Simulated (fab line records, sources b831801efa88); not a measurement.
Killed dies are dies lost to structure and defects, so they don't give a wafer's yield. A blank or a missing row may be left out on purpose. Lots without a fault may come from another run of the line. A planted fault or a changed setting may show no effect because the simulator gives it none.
fab line records | flow gf180mcu
record lots=15 wafers=43 last_day=34
route steps=602 shown STI@1 VT_IMPLANT@122 CONTACT@302
lots that met no fault: from a run of the same line without faults
start_h: hours from the record's first day to the start of the lot's first wafer shown | wait_h: hours since the lot's step before | " the same as in the row above | L1.1+2: a row that stands for several wafers | - no value, or no start given | * or withheld: withheld | < > ~ a bound
route shown NAME@n: a module of which the file shows steps, and the number in the route of the first | usual: mean/standard deviation of fault-free wafers | same: alike in all rows | chamber/n: place in a boat | sites: the reading at each site | _std_site: their standard deviation | _edge_site: outer sites' mean less inner sites' | radius_mm: how far each site lies from the wafer's centre | mask NAME#n: copy n | behind: the tool/chamber that last shaped the wafer | hold: why the lot was held/for how many hours/how that ended | device: the transistor (n, p or np) that didn't switch | end of line: the same wafers' tests at the end of the route | a step without rows: its recipe alone | killed: dies lost to structure and defects at the first sort, not the wafer's yield | map: a wafer's dies, x killed, . not, _ none there
set.NAME: the setting as run; set.NAME@STEP: as run at that earlier step | model.NAME: the simulator's own value behind a step, which no gauge read
steps of the route over a sample of lots; a table a step, a row a wafer
services: from which hour (start_h, from the record's first day; less than 0 if before it) a tool's chamber was out of use, for how many hours, and why
## steps
# step GF_STI_BOW_MEAS_00
# recipe mode=bow
# usual INCOMING_BOW=1/6
# columns lot.wafer tool chamber start_h wait_h INCOMING_BOW[um]
L531.1 film_metro-03 - 10.00 - -4
L531.2 " - " " -2
L531.4 " - " " -10
L532.1 film_metro-03 - 15.00 - -8
L532.2 " - " " 6
L532.3 " - " " 0
L533.2 film_metro-03 - 20.02 - 1
L533.4 " - " " 10
L533.5 " - " " -2
L534.1 film_metro-04 - 25.00 - 4
L534.3 " - " " 9
L534.4 " - " " -1
L535.1 film_metro-03 - 30.00 - -2
L535.4 " - " " -3
L535.6 " - " " 5
L536.4 film_metro-04 - 35.06 - 3
L536.5 " - " " -4
L536.6 " - " " 5
L537.1 film_metro-04 - 40.00 - 5
L537.2 " - " " 7
L537.6 " - " " 2
L538.2 film_metro-03 - 45.02 - 2
L538.5 " - " " -13
L538.6 " - " " -8
L539.1 film_metro-02 - 50.00 - 6
L539.3 " - " " -4
L539.5 " - " " 2
L540.1 film_metro-03 - 55.00 - 1
L540.3 " - " " 0
L540.4 " - " " -4
L542.1 film_metro-03 - 65.00 - 1
L542.3 " - " " 6
L542.5 " - " " -5
L549.5 film_metro-02 - 100.08 - -3
L549.6 " - " " 7
L550.4 film_metro-03 - 105.06 - -4
L550.5 " - " " 2
L551.1 film_metro-04 - 110.00 - 6
L551.3 " - " " -6
L551.5 " - " " 5
L554.2 film_metro-03 - 125.02 - 5
L554.4 " - " " 8
L554.6 " - " " -2
# step GF_STI_ETCH_14
# recipe target=Si chemistry=HBr/Cl2/O2 target_depth_nm=360 icp_w=600 bias_w=150 pressure_mtorr=15 HBr_flow_sccm=150 Cl2_flow_sccm=40 O2_flow_sccm=6 time_s=102.9
# usual drypump_motor_current_A=5.7/0.43 he_backside_leak_sccm=2.82/0.25 oes_product_au=0.998/0.0072 run_length_s=131.1/0.37 throttle_valve_pct=25.657/0.0096
# columns lot.wafer tool chamber start_h wait_h drypump_motor_current_A he_backside_leak_sccm oes_product_au rf_hours_counter_h run_length_s throttle_valve_pct
L531.1 rie_si-02 3 26.21 0.0 5.8 2.99 1.004 1 131.4 25.652
L531.2 " 1 " " 5.9 2.90 1.004 4 131.1 25.652
L531.4 " 2 " " 5.7 2.19 1.004 78 131.4 25.659
L532.1 rie_si-01 0 30.59 0.0 4.9 2.86 0.997 20 131.1 25.652
L532.2 " 1 " " 5.5 2.89 1.001 141 131.2 25.647
L532.3 " 3 " " 5.4 2.68 1.007 33 130.6 25.633
L533.2 rie_si-01 3 35.39 0.0 5.4 2.66 1.003 33 130.4 25.658
L533.4 " 2 " " 6.2 3.22 0.991 120 130.8 25.663
L533.5 " 3 " " 5.4 2.73 1.012 - 130.1 25.651
L534.1 rie_si-01 1 40.79 0.0 5.5 2.78 0.989 141 131.0 25.662
L534.3 " 2 " " 6.2 2.92 0.988 120 130.9 25.647
L534.4 " 3 " " 5.3 2.73 1.003 33 130.3 25.655
L535.1 rie_si-01 3 46.46 0.0 5.4 2.74 1.007 33 130.7 25.650
L535.4 " 0 " " 4.9 2.74 0.996 20 132.0 25.657
L535.6 " 0 " " 4.9 2.83 0.997 - 131.3 25.655
L536.4 rie_si-02 1 50.84 0.0 6.0 2.86 1.010 4 131.2 25.646
L536.5 " 0 " " 6.3 2.95 0.992 - 131.0 25.650
L536.6 " 3 " " 5.7 2.85 1.010 - 131.5 25.662
L537.1 rie_si-02 3 56.30 0.0 5.7 2.92 0.994 2 131.0 25.660
L537.2 " 0 " " 6.3 4.67 0.998 7 131.3 25.648
L537.6 " 3 " " 5.8 3.07 0.990 - 131.1 25.660
L538.2 rie_si-02 3 61.79 0.0 5.8 2.95 1.005 2 131.7 25.649
L538.5 " 1 " " 6.0 2.96 1.004 - 131.6 25.665
L538.6 " 2 " " 5.7 2.48 0.998 - 130.9 25.656
L539.1 rie_si-01 0 66.76 0.0 4.9 2.87 0.988 20 131.1 25.676
L539.3 " 2 " " 6.2 2.87 0.992 120 131.7 25.667
L539.5 " 1 " " 5.5 2.93 0.983 - 131.1 25.671
L540.1 rie_si-01 3 71.69 0.0 5.4 2.68 1.010 33 130.2 25.656
L540.3 " 0 " " 4.9 2.65 0.997 21 131.9 25.649
L540.4 " 1 " " 5.5 2.82 0.985 141 131.0 25.652
L542.1 rie_si-02 2 82.09 0.0 5.8 2.46 0.996 78 130.9 25.650
L542.3 " 0 " " 6.4 2.86 0.998 7 131.2 25.667
L542.5 " 0 " " 6.4 2.95 1.000 - 131.0 25.655
L549.5 rie_si-02 0 118.23 0.0 6.3 2.95 0.998 - 84.8 25.671
L549.6 " 1 " " 6.0 3.01 1.004 - 131.0 25.643
L550.4 rie_si-02 1 122.39 0.0 6.0 2.86 1.006 5 131.0 25.639
L550.5 " 3 " " 5.8 2.88 0.997 - 84.4 25.651
L551.1 rie_si-02 2 129.11 0.0 5.7 2.58 0.992 79 131.0 25.645
L551.3 " 1 " " 6.0 2.90 1.006 5 131.5 25.665
L551.5 " 3 " " 5.7 2.77 1.005 - 84.6 25.653
L554.2 rie_si-01 3 144.00 0.0 5.4 2.46 0.999 34 130.1 25.655
L554.4 " 2 " " 6.2 3.12 0.988 121 130.9 25.675
L554.6 " 1 " " 5.5 2.43 0.996 - 131.1 25.668
# step GF_STI_STRIP_15
# recipe chemistry=O2/N2 power_w=1400 pressure_mtorr=1500 platen_temp_c=250 o2_flow_sccm=3000 n2_flow_sccm=300 overash_fraction=0.5
# usual drypump_motor_current_A=5.6/0.34 heater_power_w=338/40 oes_product_au=0.384/0.0046 strip_time_to_endpoint_s=3.73/0.033
# columns lot.wafer tool chamber start_h wait_h drypump_motor_current_A heater_power_w oes_product_au rf_hours_counter_h strip_time_to_endpoint_s
L531.1 plasma_asher-02 1 26.28 0.0 5.5 392 0.383 39 3.70
L531.2 " 0 " " 5.8 288 0.378 39 3.68
L531.4 " 0 " " 5.8 289 0.392 - 3.71
L532.1 plasma_asher-03 1 30.66 0.0 5.3 349 0.385 25 3.75
L532.2 " 0 " " 6.0 356 0.385 25 3.71
L532.3 " 1 " " 5.3 353 0.374 - 3.68
L533.2 plasma_asher-03 0 35.46 0.0 6.0 360 0.380 25 3.66
L533.4 " 0 " " 6.0 357 0.385 - 3.72
L533.5 " 1 " " 5.3 344 0.385 - 3.68
L534.1 plasma_asher-02 0 40.86 0.0 5.7 297 0.385 40 3.75
L534.3 " 0 " " 5.7 291 0.384 - 3.80
L534.4 " 1 " " 5.4 402 0.388 - 3.73
L535.1 plasma_asher-03 0 46.53 0.0 6.0 351 0.387 26 3.72
L535.4 " 0 " " 6.0 366 0.385 - 3.68
L535.6 " 1 " " 5.3 341 0.384 - 3.71
L536.4 plasma_asher-01 1 50.95 0.1 5.2 338 0.380 - 3.64
L536.5 " 0 " " 6.1 270 0.390 - 3.68
L536.6 " 1 " " 5.2 322 0.381 - 3.65
L537.1 plasma_asher-03 1 56.37 0.0 5.3 350 0.388 27 3.74
L537.2 " 0 " " 6.0 358 0.379 27 3.74
L537.6 " 1 " " 5.3 350 0.381 - 3.76
L538.2 plasma_asher-01 1 61.86 0.0 5.3 333 0.388 39 3.70
L538.5 " 1 " " 5.3 329 0.387 - 3.72
L538.6 " 0 " " 6.1 269 0.381 - 3.72
L539.1 plasma_asher-03 1 66.83 0.0 5.3 345 0.385 28 3.74
L539.3 " 1 " " 5.2 345 0.380 - 3.70
L539.5 " 1 " " 5.3 345 0.385 - 3.76
L540.1 plasma_asher-01 1 71.76 0.0 5.3 327 0.370 40 3.70
L540.3 " 1 " " 5.3 335 0.382 - 3.77
L540.4 " 0 " " 6.1 273 0.382 - 3.73
L542.1 plasma_asher-01 1 82.16 0.0 5.3 336 0.382 41 3.77
L542.3 " 1 " " 5.3 332 0.387 - 3.75
L542.5 " 0 " " 6.1 264 0.384 - 3.79
L549.5 plasma_asher-02 1 118.33 0.1 5.4 400 0.410 - 4.28
L549.6 " 0 " " 5.7 294 0.381 - 3.71
L550.4 plasma_asher-02 0 122.50 0.1 5.7 286 0.391 - 3.72
L550.5 " 1 " " 5.5 396 0.416 - 4.28
L551.1 plasma_asher-01 1 129.18 0.0 5.3 331 0.386 1 3.78
L551.3 " 1 " " 5.2 331 0.386 - 3.74
L551.5 " 1 " " 5.2 326 0.405 - 4.32
L554.2 plasma_asher-01 0 144.07 0.0 6.1 269 0.385 3 3.73
L554.4 " 1 " " 5.2 331 0.383 - 3.76
L554.6 " 0 " " 6.1 274 0.394 - 3.76
# step GF_VT_IMPLANT_TW_MEAS_32
# usual VT_IMPLANT_3_TW=269.3/1.6
# columns lot.wafer tool chamber start_h wait_h VT_IMPLANT_3_TW
L531.1 film_metro-01 - 140.18 0.1 270.2
L531.2 " - " " 270.6
L531.4 " - " " 268.5
L532.1 film_metro-01 - 146.18 0.1 269.8
L532.2 " - " " 271.5
L532.3 " - " " 270.9
L533.2 film_metro-01 - 153.34 0.1 270.6
L533.4 " - " " 270.0
L533.5 " - " " 269.7
L534.1 film_metro-01 - 160.95 0.1 269.8
L534.3 " - " " 271.1
L534.4 " - " " 271.4
L535.1 film_metro-01 - 168.86 0.1 269.9
L535.4 " - " " 270.0
L535.6 " - " " 270.4
L536.4 film_metro-02 - 174.61 0.1 269.9
L536.5 " - " " 269.1
L536.6 " - " " 267.7
L537.1 film_metro-01 - 182.61 0.1 269.1
L537.2 " - " " 269.3
L537.6 " - " " 268.7
L538.2 film_metro-02 - 187.22 0.1 269.0
L538.5 " - " " 268.8
L538.6 " - " " 269.7
L539.1 film_metro-01 - 194.53 0.1 269.7
L539.3 " - " " 269.2
L539.5 " - " " 269.1
L540.1 film_metro-04 - 200.79 0.1 267.3
L540.3 " - " " 267.4
L540.4 " - " " 268.0
L542.1 film_metro-04 - 212.86 0.1 267.1
L542.3 " - " " 268.4
L542.5 " - " " 267.9
L549.5 film_metro-02 - 259.82 0.0 269.6
L549.6 " - " " 269.0
L550.4 film_metro-02 - 264.29 0.1 268.0
L550.5 " - " " 268.6
L551.1 film_metro-04 - 272.31 0.1 268.7
L551.3 " - " " 267.8
L551.5 " - " " 267.8
L554.2 film_metro-01 - 289.92 0.1 268.9
L554.4 " - " " 269.9
L554.6 " - " " 269.2
# step GF_CONTACT_OVL_MEAS_15
# usual CONTACT_OVL=2/5.2
# columns lot.wafer tool chamber start_h wait_h CONTACT_OVL[nm]
L531.1 overlay-01 - 361.32 0.1 2
L531.2 " - " " -3
L531.4 " - " " -1
L532.1 overlay-01 - 368.07 0.1 3
L532.2 " - " " 0
L532.3 " - " " 1
L533.2 overlay-02 - 379.47 0.1 10
L533.4 " - " " 15
L533.5 " - " " 2
L534.1 overlay-01 - 389.87 0.1 2
L534.3 " - " " 7
L534.4 " - " " -4
L535.1 overlay-02 - 397.89 0.1 -1
L535.4 " - " " 4
L535.6 " - " " 4
L536.4 overlay-02 - 409.38 0.1 4
L536.5 " - " " 7
L536.6 " - " " 4
L537.1 overlay-02 - 420.21 0.1 6
L537.2 " - " " 5
L537.6 " - " " 9
L538.2 overlay-02 - 430.32 0.1 1
L538.5 " - " " -8
L538.6 " - " " -1
L539.1 overlay-02 - 437.41 0.1 -2
L539.3 " - " " 4
L539.5 " - " " 6
L540.1 overlay-02 - 445.81 0.1 -4
L540.3 " - " " 3
L540.4 " - " " -2
L542.1 overlay-02 - 460.22 0.1 8
L542.3 " - " " 6
L542.5 " - " " 0
L549.5 overlay-01 - 520.41 0.0 -1
L549.6 " - " " -6
L550.4 overlay-02 - 527.06 0.1 7
L550.5 " - " " -3
L551.1 overlay-01 - 537.34 0.1 15
L551.3 " - " " 3
L551.5 " - " " 6
L554.2 overlay-01 - 555.84 0.1 5
L554.4 " - " " 6
L554.6 " - " " 11
## services
# columns tool chamber start_h hours kind
plasma_asher-03 - 23.74 0.4 repair
plasma_asher-01 - 25.24 2.0 repair
rie_si-02 3 43.09 1.0 repair
rie_si-01 - 57.93 0.7 repair
plasma_asher-01 - 108.75 9.0 pm
plasma_asher-01 0 108.75 9.0 vent_cycle
plasma_asher-01 1 108.75 9.0 vent_cycle
plasma_asher-01 0 117.75 - clean
plasma_asher-01 1 117.75 - clean
rie_si-01 1 122.09 - clean
rie_si-01 1 122.09 20.6 scheduled_down
rie_si-01 1 122.09 20.6 vent_cycle
rie_si-02 0 128.90 6.9 repair
rie_si-02 2 136.65 1.2 repair
## key
first_sign step=GF_STI_ETCH_14 reading=run_length_s direction=down sigmas=99+ usual=* struck=*
effect step=GF_STI_STRIP_15 reading=strip_time_to_endpoint_s direction=up sigmas=17 usual=* struck=*
met_at GF_STI_ETCH_14
struck_lots L549,L550,L551
struck_wafers L549.5,L550.5,L551.5
sort_left_out L549.5,L550.5,L551.5
tester_left_out L549,L550,L551
not_acting_at GF_STI_BOW_MEAS_00,GF_VT_IMPLANT_TW_MEAS_32,GF_CONTACT_OVL_MEAS_15
onset_between 82.09 118.23
fault kind=process_parameter_drift tool=rie_si-02 chamber=- onset_h=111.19 steps=GF_STI_ETCH_14 channel=time_s offset=* shape=step end_h=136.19 scope=struck_wafers_only acts_in=* stated=*
# tester_left_out: of these lots the tester's yield and bins aren't shown, on N5 and GAA mostly nor the transistor test; their killed dies are dies lost to structure and defects alone, not to doping, threshold or leakage, so they don't give the yield
# sort_left_out: the simulated sort isn't trusted on such a fault, so these wafers' sort isn't shown, and their yield isn't known
